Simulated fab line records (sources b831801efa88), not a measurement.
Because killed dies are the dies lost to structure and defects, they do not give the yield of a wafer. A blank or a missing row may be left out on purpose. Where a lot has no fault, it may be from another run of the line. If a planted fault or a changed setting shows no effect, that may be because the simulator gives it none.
fab line records	flow gf180mcu
[record] lots = 12	wafers = 35	last-day = 34
route steps=602 shown V5@541 TOP_METAL@581 PASSIVATION@598
lots untouched by any fault: they come from a run of this same line in which no faults occurred
start-h: hours from the record's opening day to when the first of the lot's shown wafers began	wait-h: how many hours have passed since the lot's step before this one	" same as the row above	L1.1+2: a single row standing in for several wafers	- either no value or no given start	* or withheld: withheld	< > ~ a bound
route shown NAME@n: a module of which the file shows steps, and the number in the route of the first	usual: average and standard deviation across the fault-free wafers	same: alike in all rows	chamber/n: place in a boat	sites: readings site by site	_std_site: standard deviation of those values	_edge_site: the outer-site mean with the inner-site mean subtracted	radius-mm: for every site, how far away it sits from the centre of the wafer	mask NAME#n: copy n	behind: the tool/chamber that last shaped the wafer	hold: what put the lot on hold/how long, in hours/how the hold closed	device: transistor that didn't switch, given as n, p or np	end of line: tests run on the same wafers once the route is complete	step lacking rows: just its recipe	killed: dies lost to structure and defects at the first sort, not the wafer's yield	map: a wafer's dies, marking killed ones x, the rest . and places with no die _
set.NAME: the setting as run; set.NAME@STEP: as run at that earlier step	model.NAME: the simulator's own value behind a step, which no gauge read
route steps across a sampled set of lots; one table per step, one row per wafer
services: the hour from which a tool's chamber was out of use, counted from the record's first day as start-h (under 0 if before that day), plus the number of hours and why
[[steps]]
[step GF_V5_THK_MEAS_01]
[recipe] reads = SiO2_of_V5_CVD_00
[usual] V5_CVD_00_THK = 300.4/3
lot.wafer	tool	chamber	start-h	wait-h	V5_CVD_00_THK[nm]
L874.3	film-metro-04	-	628.38	0.0	304.4
L874.4	"	-	"	"	302.8
L874.5	"	-	"	"	299.0
L875.1	film-metro-02	-	638.33	0.0	298.4
L875.4	"	-	"	"	300.4
L875.5	"	-	"	"	299.7
L876.2	film-metro-04	-	639.13	0.0	301.0
L876.3	"	-	"	"	299.9
L876.4	"	-	"	"	300.9
L880.4	film-metro-02	-	666.60	0.0	297.6
L880.5	"	-	"	"	302.7
L880.6	"	-	"	"	304.2
L881.4	film-metro-01	-	672.87	0.0	302.5
L881.5	"	-	"	"	304.4
L881.6	"	-	"	"	302.9
L882.2	film-metro-02	-	687.14	0.0	299.7
L882.4	"	-	"	"	295.6
L882.6	"	-	"	"	300.1
L884.1	film-metro-04	-	698.27	0.0	296.5
L884.5	"	-	"	"	301.1
L884.6	"	-	"	"	298.3
L885.1	film-metro-01	-	703.00	0.0	299.2
L885.3	"	-	"	"	307.7
L885.5	"	-	"	"	303.1
L887.2	film-metro-01	-	720.81	0.0	299.8
L887.3	"	-	"	"	298.6
L893.1	film-metro-04	-	753.87	0.0	303.5
L893.5	"	-	"	"	301.7
L893.6	"	-	"	"	301.6
L894.1	film-metro-04	-	760.63	0.0	303.2
L894.4	"	-	"	"	305.3
L894.5	"	-	"	"	303.8
L895.1	film-metro-02	-	762.06	0.0	292.9
L895.5	"	-	"	"	296.1
L895.6	"	-	"	"	294.0
[step GF_V5_CD_MEAS_14]
[recipe] target-cd-nm = 260
[usual] cd-nm = 259.7/1.2
lot.wafer	tool	chamber	start-h	wait-h	cd-nm
L874.3	cd-sem-02	-	648.97	0.1	259.2
L874.4	"	-	"	"	258.2
L874.5	"	-	"	"	258.3
L875.1	cd-sem-01	-	658.13	0.1	260.5
L875.4	"	-	"	"	260.3
L875.5	"	-	"	"	261.4
L876.2	cd-sem-02	-	659.10	0.1	259.6
L876.3	"	-	"	"	258.8
L876.4	"	-	"	"	258.4
L880.4	cd-sem-02	-	685.94	0.1	257.2
L880.5	"	-	"	"	258.2
L880.6	"	-	"	"	256.8
L881.4	cd-sem-01	-	692.14	0.1	261.0
L881.5	"	-	"	"	260.3
L881.6	"	-	"	"	260.2
L882.2	cd-sem-01	-	706.12	0.1	259.9
L882.4	"	-	"	"	260.7
L882.6	"	-	"	"	260.5
L884.1	cd-sem-01	-	717.13	0.1	260.5
L884.5	"	-	"	"	260.2
L884.6	"	-	"	"	259.6
L885.1	cd-sem-01	-	720.93	0.1	257.0
L885.3	"	-	"	"	257.1
L885.5	"	-	"	"	257.9
L887.2	cd-sem-02	-	738.27	0.1	260.0
L887.3	"	-	"	"	259.8
L893.1	cd-sem-02	-	771.13	0.1	259.8
L893.5	"	-	"	"	259.0
L893.6	"	-	"	"	258.5
L894.1	cd-sem-02	-	776.83	0.1	262.5
L894.4	"	-	"	"	261.8
L894.5	"	-	"	"	261.3
L895.1	cd-sem-01	-	778.68	0.1	260.2
L895.5	"	-	"	"	262.5
L895.6	"	-	"	"	260.6
[step GF_TOP_METAL_CD_MEAS_14]
[recipe] target-cd-nm = 440
[usual] cd-nm = 440.7/2
lot.wafer	tool	chamber	start-h	wait-h	cd-nm
L874.3	cd-sem-01	-	670.04	0.1	442.9
L874.4	"	-	"	"	443.5
L874.5	"	-	"	"	443.3
L875.1	cd-sem-01	-	679.70	0.1	442.5
L875.4	"	-	"	"	439.9
L875.5	"	-	"	"	441.2
L876.2	cd-sem-02	-	680.02	0.1	438.5
L876.3	"	-	"	"	437.2
L876.4	"	-	"	"	439.9
L880.4	cd-sem-02	-	706.29	0.1	439.8
L880.5	"	-	"	"	442.8
L880.6	"	-	"	"	441.8
L881.4	cd-sem-02	-	712.50	0.1	442.1
L881.5	"	-	"	"	440.0
L881.6	"	-	"	"	441.3
L882.2	cd-sem-01	-	725.66	0.1	439.4
L882.4	"	-	"	"	438.3
L882.6	"	-	"	"	440.1
L884.1	cd-sem-01	-	735.60	0.1	439.3
L884.5	"	-	"	"	437.1
L884.6	"	-	"	"	439.4
L885.1	cd-sem-01	-	739.30	0.1	440.2
L885.3	"	-	"	"	442.5
L885.5	"	-	"	"	444.0
L887.2	cd-sem-01	-	757.11	0.1	441.1
L887.3	"	-	"	"	440.4
L893.1	cd-sem-01	-	788.43	0.1	437.9
L893.5	"	-	"	"	436.6
L893.6	"	-	"	"	438.5
L894.1	cd-sem-02	-	793.89	0.1	442.7
L894.4	"	-	"	"	443.7
L894.5	"	-	"	"	443.1
L895.1	cd-sem-02	-	795.74	0.1	440.2
L895.5	"	-	"	"	440.1
L895.6	"	-	"	"	439.6
[step GF_PASSIVATION_ETCH_11]
[recipe] chemistry = CF4/O2	target-depth-nm = 2040	stop-on = TiN	source-w = 800	bias-w = 150	pressure-mtorr = 150	cf4-flow-sccm = 80	O2_flow_sccm = 10	time-s = 453.3
[usual] drypump-motor-current-A = 5.7/0.49	oes-product-au = 0.991/0.006	run-length-s = 481.9/0.4	throttle-valve-pct = 5.968/0.0082
lot.wafer	tool	chamber	start-h	wait-h	drypump-motor-current-A	oes-product-au	rf-hours-counter-h	run-length-s	throttle-valve-pct
L874.3	rie-diel-01	1	690.38	-	5.4	0.988	24	482.1	5.970
L874.4	"	3	"	"	5.0	0.988	10	482.1	5.978
L874.5	"	3	"	"	5.0	0.989	-	482.6	5.952
L875.1	rie-diel-01	3	699.63	-	5.0	0.995	11	482.2	5.965
L875.4	"	2	"	"	5.3	0.989	19	481.4	5.962
L875.5	"	3	"	"	5.0	0.999	-	482.3	5.974
L876.2	rie-diel-04	3	700.29	-	6.7	1.003	26	481.9	5.959
L876.3	"	0	"	"	5.3	0.992	30	481.0	5.967
L876.4	"	1	"	"	5.7	0.986	16	482.3	5.966
L880.4	rie-diel-03	0	724.83	-	5.7	1.000	10	482.5	5.967
L880.5	"	1	"	"	6.0	0.994	-	482.1	5.959
L880.6	"	2	"	"	6.0	0.987	-	481.1	5.967
L881.4	rie-diel-01	2	732.03	-	5.3	0.994	21	481.4	5.968
L881.5	"	0	"	"	5.7	0.991	-	482.2	5.973
L881.6	"	3	"	"	5.0	0.989	-	482.4	5.963
L882.2	rie-diel-01	0	743.88	-	5.7	0.988	46	481.9	5.982
L882.4	"	3	"	"	5.0	0.989	13	482.0	5.965
L882.6	"	0	"	"	5.6	0.979	-	482.2	5.972
L884.1	rie-diel-01	3	753.49	-	5.0	0.862	13	613.8	5.931
L884.5	"	1	"	"	5.4	0.987	-	482.0	5.962
L884.6	"	2	"	"	5.3	0.989	-	481.5	5.964
L885.1	rie-diel-01	2	756.98	-	5.3	0.860	22	613.6	5.929
L885.3	"	1	"	"	5.5	0.864	26	613.5	5.938
L885.5	"	3	"	"	5.0	0.993	-	482.5	5.989
L887.2	rie-diel-01	1	774.28	-	5.5	0.984	27	481.6	5.970
L887.3	"	2	"	"	5.3	0.863	23	614.1	5.930
L893.1	rie-diel-03	1	804.73	-	6.0	0.991	17	481.9	5.957
L893.5	"	1	"	"	6.0	0.991	-	481.8	5.953
L893.6	"	2	"	"	5.9	0.976	-	481.4	5.964
L894.1	rie-diel-04	0	808.89	-	5.3	0.988	36	481.2	5.959
L894.4	"	2	"	"	5.6	0.990	7	482.0	5.968
L894.5	"	3	"	"	6.8	0.990	-	482.4	5.970
L895.1	rie-diel-04	0	811.58	-	5.3	0.990	36	481.0	5.967
L895.5	"	1	"	"	5.7	0.994	-	482.8	5.961
L895.6	"	2	"	"	5.6	0.991	-	482.1	5.983
[step GF_PASSIVATION_STRIP_12]
[recipe] chemistry = O2/N2	power-w = 1400	pressure-mtorr = 1500	platen-temp-c = 250	o2-flow-sccm = 3000	n2-flow-sccm = 300	overash-fraction = 0.5
[usual] drypump-motor-current-A = 5.6/0.44	heater-power-w = 343/30	n2-flow-sccm = 300.0/0.87	oes-product-au = 0.718/0.0043	strip-time-to-endpoint-s = 32.95/0.26
lot.wafer	tool	chamber	start-h	wait-h	drypump-motor-current-A	heater-power-w	n2-flow-sccm	oes-product-au	rf-hours-counter-h	strip-time-to-endpoint-s
L874.3	plasma-asher-03	1	690.68	0.2	5.8	361	300.9	0.728	-	33.28
L874.4	"	0	"	"	5.4	357	300.4	0.721	-	33.07
L874.5	"	0	"	"	5.4	354	300.3	0.717	-	33.03
L875.1	plasma-asher-03	1	699.90	0.1	5.8	365	301.0	0.722	109	32.99
L875.4	"	1	"	"	5.8	359	301.0	0.724	-	32.46
L875.5	"	0	"	"	5.3	361	299.6	0.723	-	32.96
L876.2	plasma-asher-03	1	700.56	0.1	5.9	361	299.5	0.717	109	32.58
L876.3	"	0	"	"	5.4	357	301.5	0.721	-	32.58
L876.4	"	1	"	"	5.9	364	301.0	0.718	-	32.58
L880.4	plasma-asher-03	0	725.13	0.2	5.4	370	299.7	0.716	-	32.99
L880.5	"	1	"	"	5.9	370	301.0	0.719	-	33.17
L880.6	"	0	"	"	5.4	358	299.4	0.711	-	33.55
L881.4	plasma-asher-01	1	732.33	0.2	5.7	385	300.6	0.713	-	32.59
L881.5	"	0	"	"	5.3	318	299.4	0.722	-	32.58
L881.6	"	1	"	"	5.7	379	299.7	0.718	-	33.05
L882.2	plasma-asher-02	1	744.15	0.1	4.9	304	300.4	0.712	34	32.88
L882.4	"	1	"	"	4.9	309	300.2	0.719	-	33.02
L882.6	"	0	"	"	6.3	306	299.7	0.716	-	33.19
L884.1	plasma-asher-02	0	753.76	0.1	6.3	313	298.8	0.707	35	28.74
L884.5	"	0	"	"	6.3	309	299.8	0.716	-	33.36
L884.6	"	1	"	"	4.9	308	300.3	0.714	-	32.94
L885.1	plasma-asher-01	0	757.25	0.1	5.3	319	300.5	0.716	104	28.19
L885.3	"	0	"	"	5.3	322	300.6	0.715	-	29.04
L885.5	"	1	"	"	5.6	387	300.4	0.721	-	33.15
L887.2	plasma-asher-02	1	774.55	0.1	4.9	314	299.1	0.717	37	33.52
L887.3	"	1	"	"	4.9	306	299.6	0.721	-	27.99
L893.1	plasma-asher-03	1	805.00	0.1	5.9	370	298.6	0.717	7	32.99
L893.5	"	0	"	"	5.4	352	299.5	0.721	-	32.96
L893.6	"	1	"	"	5.9	375	298.9	0.719	-	33.32
L894.1	plasma-asher-02	1	809.16	0.1	5.0	303	297.6	0.712	41	33.13
L894.4	"	0	"	"	6.3	306	301.5	0.718	-	33.06
L894.5	"	1	"	"	4.9	313	301.2	0.718	-	32.92
L895.1	plasma-asher-02	1	811.85	0.1	5.0	315	299.9	0.721	42	32.91
L895.5	"	0	"	"	6.3	296	297.4	0.713	-	33.06
L895.6	"	1	"	"	4.9	308	298.2	0.719	-	32.95
[[services]]
tool	chamber	start-h	hours	kind
plasma-asher-01	-	707.20	4.1	repair
rie-diel-01	-	724.38	2.0	repair
plasma-asher-03	-	733.75	9.0	pm
plasma-asher-03	0	733.75	9.0	vent-cycle
plasma-asher-03	1	733.75	9.0	vent-cycle
plasma-asher-02	-	738.12	0.7	repair
rie-diel-03	3	738.19	5.5	repair
plasma-asher-03	0	742.75	-	clean
plasma-asher-03	1	742.75	-	clean
rie-diel-04	1	775.87	1.5	repair
plasma-asher-01	-	777.12	6.7	repair
rie-diel-01	0	777.49	-	clean
rie-diel-01	0	777.49	14.3	scheduled-down
rie-diel-01	0	777.49	14.3	vent-cycle
rie-diel-01	-	807.10	0.3	repair
[[key]]
[first-sign] step = GF_PASSIVATION_ETCH_11	reading = run-length-s	direction = up	sigmas = 99+	usual = *	struck = *
[effect] step = GF_PASSIVATION_ETCH_11	reading = oes-product-au	direction = down	sigmas = 22	usual = 0.991	struck = 0.862
[effect] step = GF_PASSIVATION_STRIP_12	reading = strip-time-to-endpoint-s	direction = down	sigmas = 17	usual = *	struck = *
met-at GF_PASSIVATION_ETCH_11
struck-lots L884,L885,L887
struck-wafers L884.1,L885.1,L885.3,L887.3
not-acting-at GF_V5_THK_MEAS_01,GF_V5_CD_MEAS_14,GF_TOP_METAL_CD_MEAS_14
onset-between 743.88 753.49
[fault] kind = process-parameter-drift	tool = rie-diel-01	chamber = -	onset-h = 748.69	steps = GF_PASSIVATION_ETCH_11	channel = time-s	offset = *	shape = step	end-h = 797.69	scope = struck-wafers-only	acts-in = *	stated = *
